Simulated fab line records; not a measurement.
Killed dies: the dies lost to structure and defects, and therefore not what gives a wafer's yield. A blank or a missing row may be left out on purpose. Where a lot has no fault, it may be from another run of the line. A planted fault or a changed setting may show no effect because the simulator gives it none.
A struck lot beside a sound one :: flow sky130 :: 37 steps out of a route of 708
Sound: these wafers, L113.2, L113.3, L113.6. Wafers struck: L125.1, L125.4. Last of all comes the cause.
At each step with rows: each side's tool, then ch and its chambers, then its first start. Under that, the readings that differ: sound wafers :: struck wafers :: difference of the means :: sigmas: that difference in standard deviations of wafers without a fault.
alike: readings whose means differ by less than 2 such deviations, and words and numbers that are the same on both sides. not compared: withheld readings, readings that some wafer has no value for, bounds like >300 that may hide the same value, and numbers for which the record gives no deviation and whose values overlap.
A row with sigmas, a row that says differs or no value, or rows on one side alone: a step with any of these is where the two part. When numbers do not overlap yet have no deviation, they are printed without sigmas and do not part them. Lack of a reading on every wafer of one side parts them only where that side has two or more wafers.

first, 10 steps without rows for these wafers: SKY_VIA2_ETCH_15 (etches SiO2 in C4F8/O2/Ar, stops on TiN, target depth 546 nm, time 84 s); SKY_VIA2_STRIP_16 (strips in O2/N2); SKY_VIA2_STRIP_17 (strips in post etch residue remover, time 1200 s); SKY_VIA2_CLEAN_18 (cleans in IPA, time 180 s); SKY_VIA2_CLEAN_19 (cleans in O3/DIW); SKY_VIA2_SPUTTER_20 (material TiN, target thk 20 nm, time 80 s); SKY_VIA2_CVD_21 (deposits W, target thk 420 nm, time 126.4 s); SKY_VIA2_CMP_24 (polishes, stops on SiO2, t overpolish 20 s, target thk 0 nm); SKY_METAL3_SPUTTER_00 (material Ti, target thk 15 nm, time 10 s); SKY_METAL3_SPUTTER_01 (material TiN, target thk 20 nm, time 16.7 s).
SKY_METAL3_SPUTTER_02: material AlCu, target thk 735 nm, time 39.1 s.
  sound: pvd sputter-02 at day 36 00:52; struck: pvd sputter-02 at day 40 07:09
reading: model.AlCu_of_METAL3_SPUTTER_02.thk nm (nm)
sound: 734.3 732.9 740.6
struck: 814.5 811.9
difference: +77.3
sigmas: 
  alike: throttle valve pct
then, 24 steps without rows for these wafers: SKY_METAL3_SPUTTER_03 (material Ti, target thk 5 nm, time 3.3 s); SKY_METAL3_SPUTTER_04 (material TiN, target thk 70 nm, time 58.3 s); SKY_CAPM_CVD_00 (deposits SiO2, target thk 15.5 nm); SKY_CAPM_SPUTTER_02 (material TiN, target thk 200 nm, time 166.7 s); SKY_CAPM_DEHYDRATE_05 (time 60 s); SKY_CAPM_HMDS_06 (prime time 60 s); SKY_CAPM_COAT_07 (resist thk 1140 nm); SKY_CAPM_SOFTBAKE_08 (time 60 s); SKY_CAPM_EXPOSE_09 (exposes mask CAPM, target cd 1000 nm); SKY_CAPM_PEB_10; SKY_CAPM_DEVELOP_11 (develop time 60 s); SKY_CAPM_METAL_ETCH_13 (etches TiN in Cl2/BCl3, stops on SiO2, target depth 220 nm, time 62.9 s); SKY_CAPM_STRIP_14 (strips in O2/N2); SKY_CAPM_STRIP_15 (strips in post etch residue remover, time 1200 s); SKY_CAPM_CLEAN_16 (cleans in IPA, time 180 s); SKY_CAPM_CLEAN_17 (cleans in O3/DIW); SKY_METAL3_DEHYDRATE_05 (time 60 s); SKY_METAL3_HMDS_06 (prime time 60 s); SKY_METAL3_COAT_07 (resist thk 60 nm); SKY_METAL3_COAT_08 (resist thk 1140 nm); SKY_METAL3_SOFTBAKE_09 (time 90 s); SKY_METAL3_EXPOSE_10 (exposes mask MM3, target cd 300 nm); SKY_METAL3_PEB_11; SKY_METAL3_DEVELOP_12 (develop time 60 s).
-- the record jumps here: 2 days lie between the struck wafers' starts before and after --
SKY_METAL3_METAL_ETCH_18: etches the open film in Cl2/BCl3, stops on SiO2, target depth 845 nm, time 183.1 s.
  sound on rie metal-02 ch 0, day 38 05:14; struck on rie metal-04 ch 1, day 42 08:59
reading: oes product au (a.u.)
sound: 0.870 0.868 0.875
struck: 0.906 0.908
difference: +0.036
sigmas: +6
  alike: drypump motor current A, mfc cl2 sccm, throttle valve pct
  not compared: rf hours counter h
-- the record jumps here: 6 days lie between the struck wafers' starts before and after (it left off in module METAL3 and takes up again in module PAD_OPEN, whose first step shown is number 708 of the route) --
SKY_PAD_OPEN_PROBE_99:
  sound: prober-02 at day 45 12:12; struck: prober-01 at day 48 20:23
reading: model.etest.met3.line ohm um
sound: 0.139 0.1397 0.1399
struck: 0.1239 0.1249
difference: -0.0151
sigmas: 

reading: model.etest.met3.rs ohm sq
sound: 0.04223 0.04294 0.04229
struck: 0.03857 0.03844
difference: -0.00398
sigmas: 
  alike: defect limited yield, killed_at_M0_to_M3, killed_at_M4_up, killed at contacts, killed at front end, killed at other, killed dies, killed open, killed short, sort_bin_3_pad_short, sort_bin_5_function, sort_bin_6_memory, sort n pass, sort yield pct

## WHERE THEY PART
Within this record, at SKY_METAL3_METAL_ETCH_18 only. Later steps at which nothing parts them and some readings are alike: SKY_PAD_OPEN_PROBE_99.

WHY: what the simulator had put in
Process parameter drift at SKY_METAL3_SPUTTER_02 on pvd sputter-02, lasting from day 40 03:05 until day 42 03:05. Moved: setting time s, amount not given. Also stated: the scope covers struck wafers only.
